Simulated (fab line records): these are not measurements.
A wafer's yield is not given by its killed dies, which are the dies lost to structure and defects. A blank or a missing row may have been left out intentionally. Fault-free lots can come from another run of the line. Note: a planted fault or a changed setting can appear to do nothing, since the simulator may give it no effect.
fab line records + flow gf180mcu
[record]
- lots = 12
- wafers = 36
- lastDay = 34
route steps=602 shown MVSD@75 NWELL@137 V2@403 V3@446 V5@541
lots that met no fault: taken from a fault-free run of the same line
startH: hours from the record's first day to the start of the lot's first wafer shown + waitH: time in hours since the lot's previous step + " as in the row above + L1.1+2: one row covering several wafers at once + - no value, or no start given + * or withheld: withheld + < > ~ a bound
route shown NAME@n: NAME is a module with steps in the file, n the number in the route of the first one + usual: average and standard deviation across the fault-free wafers + same: alike in all rows + chamber/n: place in a boat + sites: the reading at each site + _std_site: standard deviation of those values + _edge_site: mean of outer sites minus mean of inner sites + radiusMm: how far each site lies from the wafer's centre + mask NAME#n: copy n + behind: the last tool/chamber to shape the wafer + hold: cause of the lot's hold/its duration in hours/its outcome + device: whichever transistor did not switch (one of n, p or np) + end of line: the tests these same wafers got at the end of their route + a step with no rows: only its recipe + killed: count of dies lost to structure and defects at first sort (not the wafer's yield) + map: a wafer's dies, x killed, . not, _ none there
set.NAME: the setting that was run; set.NAME@STEP: the one run at that earlier step + model.NAME: the simulator's own value behind a step, which no gauge read
one table for each step of the route and one row for each wafer, over a sample of lots
services: when a tool's chamber went out of use (startH, in hours from the record's first day, below 0 if earlier), for how many hours, and the reason
[[steps]]
[step GF_MVSD_IMPLANT_09]
[recipe]
- species = P
- energyKev = 100
- doseCm2 = 5e+12
- tiltDeg = 0
[usual]
- beamOnS = 9.99/0.2
- doseIonsCm2 = 5e+12/5.9e+09
- faradayCurrentUA = 28.2/0.55
| lot.wafer | tool         | chamber | startH | waitH | beamOnS | doseIonsCm2 | faradayCurrentUA |
|-----------|--------------|---------|--------|-------|---------|-------------|------------------|
| L544.1    | implanter-01 | 0       | 85.85  | 0.1   | 10.10   | 5.001e+12   | 28.0             |
| L544.2    | "            | 0       | "      | "     | 9.98    | 5.006e+12   | 28.2             |
| L544.5    | "            | 0       | "      | "     | 10.17   | 5.006e+12   | 27.8             |
| L545.1    | implanter-02 | 0       | 102.76 | 0.1   | 10.24   | 5.007e+12   | 27.4             |
| L545.5    | "            | 0       | "      | "     | 10.33   | 4.984e+12   | 27.4             |
| L545.6    | "            | 0       | "      | "     | 10.00   | 4.984e+12   | 28.4             |
| L548.1    | implanter-02 | 0       | 109.20 | 0.1   | 10.00   | 5.006e+12   | 28.0             |
| L548.3    | "            | 0       | "      | "     | 10.20   | 5.013e+12   | 27.6             |
| L548.6    | "            | 0       | "      | "     | 10.14   | 5.004e+12   | 27.6             |
| L550.2    | implanter-03 | 0       | 116.34 | 0.1   | 9.87    | 5.001e+12   | 28.5             |
| L550.3    | "            | 0       | "      | "     | 9.95    | 4.999e+12   | 28.4             |
| L550.5    | "            | 0       | "      | "     | 10.08   | 5.002e+12   | 27.8             |
| L549.1    | implanter-01 | 0       | 117.90 | 0.1   | 10.06   | 4.988e+12   | 27.9             |
| L549.2    | "            | 0       | "      | "     | 10.01   | 5e+12       | 28.2             |
| L549.5    | "            | 0       | "      | "     | 9.99    | 4.991e+12   | 28.3             |
| L555.1    | implanter-01 | 0       | 144.30 | 0.1   | 10.22   | 5.003e+12   | 27.6             |
| L555.2    | "            | 0       | "      | "     | 10.03   | 4.999e+12   | 28.2             |
| L555.3    | "            | 0       | "      | "     | 10.04   | 4.99e+12    | 28.2             |
| L558.2    | implanter-01 | 0       | 165.84 | 0.1   | 10.31   | 5.001e+12   | 27.3             |
| L558.3    | "            | 0       | "      | "     | 10.05   | 5.002e+12   | 28.0             |
| L558.5    | "            | 0       | "      | "     | 10.16   | 5.012e+12   | 27.9             |
| L559.2    | implanter-02 | 0       | 168.79 | 0.1   | 11.81   | 5e+12       | 23.7             |
| L559.3    | "            | 0       | "      | "     | 11.57   | 4.998e+12   | 24.3             |
| L559.5    | "            | 0       | "      | "     | 11.77   | 5.006e+12   | 23.8             |
| L562.2    | implanter-02 | 0       | 186.29 | 0.1   | 11.60   | 4.997e+12   | 24.3             |
| L562.5    | "            | 0       | "      | "     | 11.16   | 5.004e+12   | 25.3             |
| L562.6    | "            | 0       | "      | "     | 11.83   | 4.998e+12   | 23.8             |
| L563.1    | implanter-01 | 0       | 191.76 | 0.1   | 9.89    | 5.001e+12   | 28.5             |
| L563.3    | "            | 0       | "      | "     | 9.93    | 5.004e+12   | 28.4             |
| L563.6    | "            | 0       | "      | "     | 10.30   | 4.997e+12   | 27.5             |
| L564.1    | implanter-03 | 0       | 197.40 | 0.1   | 9.83    | 5.003e+12   | 28.5             |
| L564.4    | "            | 0       | "      | "     | 10.11   | 4.999e+12   | 27.9             |
| L564.6    | "            | 0       | "      | "     | 10.20   | 5.004e+12   | 27.6             |
| L565.2    | implanter-01 | 0       | 204.24 | 0.1   | 10.15   | 4.999e+12   | 27.8             |
| L565.4    | "            | 0       | "      | "     | 10.37   | 4.999e+12   | 27.2             |
| L565.5    | "            | 0       | "      | "     | 9.76    | 4.993e+12   | 28.9             |
[step GF_VT_IMPLANT_RS_MEAS_46]
[recipe]
- thkMeasGauge = four-point-probe
[usual]
- MVSD_RS = 456.5/1
| lot.wafer | tool         | chamber | startH | waitH | hold                    | MVSD_RS[ohm/sq] |
|-----------|--------------|---------|--------|-------|-------------------------|-----------------|
| L544.1    | filmMetro-01 | -       | 160.28 | 0.1   | -                       | 456.0           |
| L544.2    | "            | -       | "      | "     | -                       | 456.7           |
| L544.5    | "            | -       | "      | "     | -                       | 457.6           |
| L545.1    | filmMetro-01 | -       | 179.74 | 0.1   | -                       | 456.1           |
| L545.5    | "            | -       | "      | "     | -                       | 456.7           |
| L545.6    | "            | -       | "      | "     | -                       | 456.3           |
| L548.1    | filmMetro-01 | -       | 186.85 | 0.1   | -                       | 457.1           |
| L548.3    | "            | -       | "      | "     | -                       | 457.0           |
| L548.6    | "            | -       | "      | "     | -                       | 457.3           |
| L550.2    | filmMetro-04 | -       | 195.47 | 0.1   | -                       | 455.3           |
| L550.3    | "            | -       | "      | "     | -                       | 455.5           |
| L550.5    | "            | -       | "      | "     | -                       | 455.7           |
| L549.1    | filmMetro-01 | -       | 197.34 | 0.1   | -                       | 456.3           |
| L549.2    | "            | -       | "      | "     | -                       | 456.3           |
| L549.5    | "            | -       | "      | "     | -                       | 457.1           |
| L555.1    | filmMetro-03 | -       | 226.40 | 0.1   | -                       | 457.1           |
| L555.2    | "            | -       | "      | "     | -                       | 458.8           |
| L555.3    | "            | -       | "      | "     | -                       | 456.9           |
| L558.2    | filmMetro-01 | -       | 251.67 | 0.1   | -                       | 454.6           |
| L558.3    | "            | -       | "      | "     | -                       | 455.1           |
| L558.5    | "            | -       | "      | "     | -                       | 454.9           |
| L559.2    | filmMetro-03 | -       | 255.17 | 0.1   | awaitDispo/0.2h/release | 443.0           |
| L559.3    | "            | -       | "      | "     | awaitDispo/0.2h/release | 444.6           |
| L559.5    | "            | -       | "      | "     | awaitDispo/0.2h/release | 444.3           |
| L559.2    | filmMetro-03 | -       | 255.53 | 0.3   | -                       | 443.6           |
| L559.3    | "            | -       | "      | "     | -                       | 443.6           |
| L559.5    | "            | -       | "      | "     | -                       | 443.1           |
| L562.2    | filmMetro-01 | -       | 275.41 | 0.1   | awaitDispo/0.2h/release | 445.9           |
| L562.5    | "            | -       | "      | "     | awaitDispo/0.2h/release | 444.4           |
| L562.6    | "            | -       | "      | "     | awaitDispo/0.2h/release | 445.2           |
| L562.2    | filmMetro-01 | -       | 275.77 | 0.3   | -                       | 445.6           |
| L562.5    | "            | -       | "      | "     | -                       | 444.6           |
| L562.6    | "            | -       | "      | "     | -                       | 445.8           |
| L563.1    | filmMetro-01 | -       | 283.10 | 0.1   | -                       | 459.0           |
| L563.3    | "            | -       | "      | "     | -                       | 459.0           |
| L563.6    | "            | -       | "      | "     | -                       | 457.9           |
| L564.1    | filmMetro-03 | -       | 289.89 | 0.1   | -                       | 455.7           |
| L564.4    | "            | -       | "      | "     | -                       | 454.8           |
| L564.6    | "            | -       | "      | "     | -                       | 455.0           |
| L565.2    | filmMetro-03 | -       | 297.55 | 0.1   | -                       | 455.1           |
| L565.4    | "            | -       | "      | "     | -                       | 456.0           |
| L565.5    | "            | -       | "      | "     | -                       | 455.4           |
[step GF_VT_IMPLANT_RS_MEAS_47]
[recipe]
- thkMeasGauge = four-point-probe
[usual]
- NWELL_RS = 487.6/1.2
| lot.wafer | tool         | chamber | startH | waitH | hold                    | NWELL_RS[ohm/sq] |
|-----------|--------------|---------|--------|-------|-------------------------|------------------|
| L544.1    | filmMetro-01 | -       | 160.40 | 0.1   | -                       | 488.6            |
| L544.2    | "            | -       | "      | "     | -                       | 488.6            |
| L544.5    | "            | -       | "      | "     | -                       | 488.2            |
| L545.1    | filmMetro-01 | -       | 179.86 | 0.1   | -                       | 490.3            |
| L545.5    | "            | -       | "      | "     | -                       | 489.9            |
| L545.6    | "            | -       | "      | "     | -                       | 488.9            |
| L548.1    | filmMetro-01 | -       | 186.97 | 0.1   | -                       | 487.8            |
| L548.3    | "            | -       | "      | "     | -                       | 488.7            |
| L548.6    | "            | -       | "      | "     | -                       | 488.2            |
| L550.2    | filmMetro-04 | -       | 195.59 | 0.1   | -                       | 488.3            |
| L550.3    | "            | -       | "      | "     | -                       | 487.3            |
| L550.5    | "            | -       | "      | "     | -                       | 488.4            |
| L549.1    | filmMetro-01 | -       | 197.46 | 0.1   | -                       | 488.7            |
| L549.2    | "            | -       | "      | "     | -                       | 489.9            |
| L549.5    | "            | -       | "      | "     | -                       | 489.1            |
| L555.1    | filmMetro-03 | -       | 226.52 | 0.1   | -                       | 486.5            |
| L555.2    | "            | -       | "      | "     | -                       | 487.2            |
| L555.3    | "            | -       | "      | "     | -                       | 488.0            |
| L558.2    | filmMetro-01 | -       | 251.79 | 0.1   | -                       | 487.3            |
| L558.3    | "            | -       | "      | "     | -                       | 488.1            |
| L558.5    | "            | -       | "      | "     | -                       | 487.8            |
| L559.2    | filmMetro-03 | -       | 257.53 | 2.0   | awaitDispo/1.8h/release | 485.6            |
| L559.3    | "            | -       | "      | "     | awaitDispo/1.8h/release | 485.6            |
| L559.5    | "            | -       | "      | "     | awaitDispo/1.8h/release | 486.3            |
| L562.2    | filmMetro-01 | -       | 278.39 | 2.6   | awaitDispo/2.3h/release | 487.8            |
| L562.5    | "            | -       | "      | "     | awaitDispo/2.3h/release | 487.3            |
| L562.6    | "            | -       | "      | "     | awaitDispo/2.3h/release | 487.5            |
| L563.1    | filmMetro-01 | -       | 283.22 | 0.1   | -                       | 487.4            |
| L563.3    | "            | -       | "      | "     | -                       | 488.8            |
| L563.6    | "            | -       | "      | "     | -                       | 487.0            |
| L564.1    | filmMetro-03 | -       | 290.01 | 0.1   | -                       | 487.2            |
| L564.4    | "            | -       | "      | "     | -                       | 487.3            |
| L564.6    | "            | -       | "      | "     | -                       | 486.8            |
| L565.2    | filmMetro-03 | -       | 297.67 | 0.1   | -                       | 488.0            |
| L565.4    | "            | -       | "      | "     | -                       | 486.2            |
| L565.5    | "            | -       | "      | "     | -                       | 487.3            |
[step GF_V2_SPUTTER_21]
[recipe]
- material = Ti
- targetThkNm = 15
- chamberPressurePa = 5
- powerW = 2500
- substrateTempC = 200
- timeS = 80.02
[usual]
- substrateTempC = 200.01/0.17
- throttleValvePct = 29.7/1.4
| lot.wafer | tool          | chamber | startH | waitH | substrateTempC | throttleValvePct |
|-----------|---------------|---------|--------|-------|----------------|------------------|
| L544.1    | pvdSputter-03 | -       | 463.14 | 0.0   | 200.08         | 32.0             |
| L544.2    | "             | -       | "      | "     | 199.95         | 29.4             |
| L544.5    | "             | -       | "      | "     | 200.43         | 28.6             |
| L545.1    | pvdSputter-03 | -       | 490.45 | 0.0   | 199.92         | 29.5             |
| L545.5    | "             | -       | "      | "     | 200.14         | 28.0             |
| L545.6    | "             | -       | "      | "     | 200.01         | 28.7             |
| L548.1    | pvdSputter-03 | -       | 507.69 | 0.0   | 200.03         | 28.8             |
| L548.3    | "             | -       | "      | "     | 200.13         | 27.9             |
| L548.6    | "             | -       | "      | "     | 200.31         | 27.8             |
| L550.2    | pvdSputter-02 | -       | 511.91 | 0.0   | 200.26         | 28.1             |
| L550.3    | "             | -       | "      | "     | 199.95         | 28.7             |
| L550.5    | "             | -       | "      | "     | 199.96         | 28.4             |
| L549.1    | pvdSputter-02 | -       | 514.36 | 0.0   | 200.02         | 28.7             |
| L549.2    | "             | -       | "      | "     | 199.92         | 28.2             |
| L549.5    | "             | -       | "      | "     | 199.70         | 28.3             |
| L555.1    | pvdSputter-02 | -       | 550.57 | 0.0   | 199.87         | 28.1             |
| L555.2    | "             | -       | "      | "     | 200.37         | 28.6             |
| L555.3    | "             | -       | "      | "     | 200.03         | 28.5             |
| L558.2    | pvdSputter-03 | -       | 580.34 | 0.0   | 200.08         | 28.6             |
| L558.3    | "             | -       | "      | "     | 199.73         | 27.8             |
| L558.5    | "             | -       | "      | "     | 200.15         | 29.0             |
| L559.2    | pvdSputter-02 | -       | 586.83 | 0.0   | 200.19         | 28.2             |
| L559.3    | "             | -       | "      | "     | 200.07         | 32.0             |
| L559.5    | "             | -       | "      | "     | 200.17         | 32.1             |
| L562.2    | pvdSputter-03 | -       | 614.71 | 0.0   | 200.58         | 28.7             |
| L562.5    | "             | -       | "      | "     | 199.98         | 32.1             |
| L562.6    | "             | -       | "      | "     | 200.02         | 29.6             |
| L563.1    | pvdSputter-02 | -       | 623.35 | 0.0   | 200.08         | 32.1             |
| L563.3    | "             | -       | "      | "     | 200.13         | 28.3             |
| L563.6    | "             | -       | "      | "     | 199.90         | 28.8             |
| L564.1    | pvdSputter-02 | -       | 628.91 | 0.0   | 199.78         | 28.3             |
| L564.4    | "             | -       | "      | "     | 199.90         | 28.4             |
| L564.6    | "             | -       | "      | "     | 199.94         | 31.9             |
| L565.2    | pvdSputter-04 | -       | 639.04 | 0.0   | 200.22         | 31.0             |
| L565.4    | "             | -       | "      | "     | 200.30         | 31.2             |
| L565.5    | "             | -       | "      | "     | 200.31         | 30.7             |
[step GF_V3_ETCH_17]
[recipe]
- chemistry = C4F8/O2/Ar
- maskMaterial = KrF
- target = SiO2
- stopOn = TiN
- sourceW = 1500
- biasW = 1200
- pressureMtorr = 40
- c4f8FlowSccm = withheld
- O2_flow_sccm = 6
- Ar_flow_sccm = 300
- timeS = withheld
- targetDepthA = 6350
[usual]
- oesProductAu = 0.856/0.0051
| lot.wafer | tool       | chamber | startH | waitH | oesProductAu |
|-----------|------------|---------|--------|-------|--------------|
| L544.1    | rieDiel-04 | 0       | -      | -     | 0.852        |
| L544.2    | "          | 1       | "      | "     | 0.852        |
| L544.5    | "          | 2       | "      | "     | 0.849        |
| L545.1    | rieDiel-03 | 0       | -      | -     | 0.862        |
| L545.5    | "          | 0       | "      | "     | 0.858        |
| L545.6    | "          | 1       | "      | "     | 0.852        |
| L548.1    | rieDiel-01 | 3       | -      | -     | 0.858        |
| L548.3    | "          | 2       | "      | "     | 0.862        |
| L548.6    | "          | 1       | "      | "     | 0.865        |
| L550.2    | rieDiel-03 | 1       | -      | -     | 0.859        |
| L550.3    | "          | 3       | "      | "     | 0.864        |
| L550.5    | "          | 2       | "      | "     | 0.848        |
| L549.1    | rieDiel-04 | 3       | -      | -     | 0.855        |
| L549.2    | "          | 2       | "      | "     | 0.857        |
| L549.5    | "          | 0       | "      | "     | 0.862        |
| L555.1    | rieDiel-04 | 2       | -      | -     | 0.853        |
| L555.2    | "          | 1       | "      | "     | 0.859        |
| L555.3    | "          | 3       | "      | "     | 0.868        |
| L558.2    | rieDiel-03 | 3       | -      | -     | 0.854        |
| L558.3    | "          | 2       | "      | "     | 0.865        |
| L558.5    | "          | 0       | "      | "     | 0.854        |
| L559.2    | rieDiel-04 | 2       | -      | -     | 0.856        |
| L559.3    | "          | 3       | "      | "     | 0.856        |
| L559.5    | "          | 0       | "      | "     | 0.853        |
| L562.2    | rieDiel-01 | 3       | -      | -     | 0.861        |
| L562.5    | "          | 0       | "      | "     | 0.856        |
| L562.6    | "          | 1       | "      | "     | 0.853        |
| L563.1    | rieDiel-01 | 0       | -      | -     | 0.855        |
| L563.3    | "          | 2       | "      | "     | 0.855        |
| L563.6    | "          | 0       | "      | "     | 0.858        |
| L564.1    | rieDiel-04 | 0       | -      | -     | 0.857        |
| L564.4    | "          | 1       | "      | "     | 0.858        |
| L564.6    | "          | 1       | "      | "     | 0.850        |
| L565.2    | rieDiel-04 | 3       | -      | -     | 0.869        |
| L565.4    | "          | 1       | "      | "     | 0.853        |
| L565.5    | "          | 0       | "      | "     | 0.848        |
[step GF_V5_THK_MEAS_01]
[recipe]
- reads = SiO2_of_V5_CVD_00
[usual]
- V5_CVD_00_THK = 299/4.3
| lot.wafer | tool         | chamber | startH | waitH | V5_CVD_00_THK[nm] |
|-----------|--------------|---------|--------|-------|-------------------|
| L544.1    | filmMetro-04 | -       | 608.22 | 0.0   | 294               |
| L544.2    | "            | -       | "      | "     | 304               |
| L544.5    | "            | -       | "      | "     | 296               |
| L545.1    | filmMetro-02 | -       | 631.44 | 0.1   | 295               |
| L545.5    | "            | -       | "      | "     | 296               |
| L545.6    | "            | -       | "      | "     | 294               |
| L548.1    | filmMetro-04 | -       | 646.62 | 0.0   | 298               |
| L548.3    | "            | -       | "      | "     | 303               |
| L548.6    | "            | -       | "      | "     | 298               |
| L550.2    | filmMetro-01 | -       | 651.07 | 0.0   | 298               |
| L550.3    | "            | -       | "      | "     | 299               |
| L550.5    | "            | -       | "      | "     | 302               |
| L549.1    | filmMetro-04 | -       | 653.89 | 0.0   | 291               |
| L549.2    | "            | -       | "      | "     | 304               |
| L549.5    | "            | -       | "      | "     | 292               |
| L555.1    | filmMetro-02 | -       | 683.07 | 0.0   | 301               |
| L555.2    | "            | -       | "      | "     | 296               |
| L555.3    | "            | -       | "      | "     | 300               |
| L558.2    | filmMetro-02 | -       | 709.21 | 0.0   | 304               |
| L558.3    | "            | -       | "      | "     | 292               |
| L558.5    | "            | -       | "      | "     | 294               |
| L559.2    | filmMetro-02 | -       | 715.86 | 0.0   | 303               |
| L559.3    | "            | -       | "      | "     | 300               |
| L559.5    | "            | -       | "      | "     | 295               |
| L562.2    | filmMetro-01 | -       | 738.39 | 0.0   | 292               |
| L562.5    | "            | -       | "      | "     | 299               |
| L562.6    | "            | -       | "      | "     | 291               |
| L563.1    | filmMetro-02 | -       | 745.28 | 0.0   | 295               |
| L563.3    | "            | -       | "      | "     | 297               |
| L563.6    | "            | -       | "      | "     | 299               |
| L564.1    | filmMetro-01 | -       | 749.06 | 0.0   | 302               |
| L564.4    | "            | -       | "      | "     | 303               |
| L564.6    | "            | -       | "      | "     | 303               |
| L565.2    | filmMetro-01 | -       | 758.14 | 0.0   | 300               |
| L565.4    | "            | -       | "      | "     | 305               |
| L565.5    | "            | -       | "      | "     | 302               |
[[services]]
| tool          | chamber | startH | hours | kind   |
|---------------|---------|--------|-------|--------|
| implanter-01  | -       | 63.66  | 1.1   | repair |
| rieDiel-04    | 2       | 71.22  | 7.1   | repair |
| rieDiel-04    | 3       | 113.82 | 2.1   | repair |
| implanter-01  | -       | 145.47 | 1.7   | repair |
| rieDiel-04    | 3       | 164.31 | 6.3   | repair |
| implanter-01  | -       | 197.47 | 2.9   | pm     |
| rieDiel-04    | 1       | 213.43 | 3.4   | repair |
| rieDiel-04    | 2       | 273.48 | 10.6  | repair |
| rieDiel-04    | -       | 285.11 | 8.3   | repair |
| rieDiel-04    | 0       | 296.00 | 4.2   | repair |
| rieDiel-04    | 3       | 315.62 | 7.6   | repair |
| pvdSputter-02 | -       | 327.92 | 1.8   | repair |
| implanter-01  | -       | 354.25 | 4.9   | repair |
| rieDiel-04    | -       | 414.86 | 0.3   | repair |
| pvdSputter-02 | -       | 508.12 | 3.2   | repair |
| rieDiel-04    | -       | 547.13 | 2.8   | pm     |
| implanter-01  | -       | 551.41 | 7.0   | pm     |
| rieDiel-04    | 0       | 573.58 | 9.0   | repair |
| implanter-01  | -       | 577.76 | 2.6   | repair |
| rieDiel-04    | 2       | 599.00 | 5.8   | repair |
| implanter-01  | -       | 609.16 | 3.1   | repair |
| rieDiel-04    | -       | 641.86 | 5.7   | repair |
| implanter-01  | -       | 649.89 | 86.6  | repair |
| pvdSputter-02 | -       | 668.09 | 30.4  | repair |
[[key]]
[firstSign]
- step = GF_MVSD_IMPLANT_09
- reading = beamOnS
- direction = up
- sigmas = 8.3
- usual = 9.99
- struck = 11.62
[effect]
- step = GF_MVSD_IMPLANT_09
- reading = faradayCurrentUA
- direction = down
- sigmas = 7.4
- usual = 28.2
- struck = 24.2
[effect]
- step = GF_VT_IMPLANT_RS_MEAS_46
- reading = MVSD_RS
- direction = down
- sigmas = 11
- usual = 456.5
- struck = 444.6
metAt GF_MVSD_IMPLANT_09
struckLots L559,L562
testerLeftOut L559,L562
notActingAt GF_V2_SPUTTER_21,GF_V3_ETCH_17,GF_V5_THK_MEAS_01
onsetBetween 109.20 168.79
[fault]
- kind = processParameterDrift
- tool = implanter-02
- chamber = -
- onsetH = 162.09
- steps = GF_MVSD_IMPLANT_09
- channel = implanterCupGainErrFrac
- offset = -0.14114
- shape = step
- endH = 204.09
// testerLeftOut: of these lots the tester's yield and bins aren't shown, on N5 and GAA mostly nor the transistor test; their killed dies are dies lost to structure and defects alone, not to doping, threshold or leakage, so they don't give the yield
